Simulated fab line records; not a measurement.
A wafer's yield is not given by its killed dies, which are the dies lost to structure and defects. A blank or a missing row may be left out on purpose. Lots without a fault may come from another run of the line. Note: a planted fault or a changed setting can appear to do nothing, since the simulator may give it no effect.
Matching of chambers	flow sky130	3 sister chambers for SKY_PASSIVATION_CVD_00 on pecvd-01
The step deposits SiO2, target thk 90 nm. 6 wafers are shown with their chamber, then 7 later ones without.

== WAFERS WITH THEIR CHAMBER ==
wafer	chamber	heaterPowerW (W)
L922.3	0	806
L929.2	0	808
L928.1	2	668
L928.6	1	819
L930.1	2	657
L930.2	1	735

== WAFERS WHOSE CHAMBER IS MISSING ==
wafer	heaterPowerW (W)
L930.4	729
L932.1	568
L932.2	731
L932.4	586
L937.2	644
L937.3	816
L937.4	826

== WHICH CHAMBER EACH WENT THROUGH ==
wafer	from the rows above	in truth
L930.4	can't be placed: 1 or 2 or 0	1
L932.1	2	2
L932.2	can't be placed: 1 or 2 or 0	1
L932.4	2	2
L937.2	2	2
L937.3	can't be placed: 0 or 1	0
L937.4	can't be placed: 0 or 1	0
Correct placement for 3 of the 7. Unplaceable from these rows: 4, with the true chamber sitting among the candidates in 4. Wrongly placed: 0.
How it was worked out, from the rows above alone: a wafer's distance from a chamber is the root of the sum, over the readings, of the square of ((its reading less the chamber's mean) divided by the reading's scatter). The wafer belongs to the nearest chamber; if the next one is less than 2 further off, it can't be placed. A chamber's mean is the mean of its shown wafers. The scatter is the square root of a quotient: the sum, over the shown wafers, of each reading's squared deviation from its chamber's mean, divided by wafers minus chambers.
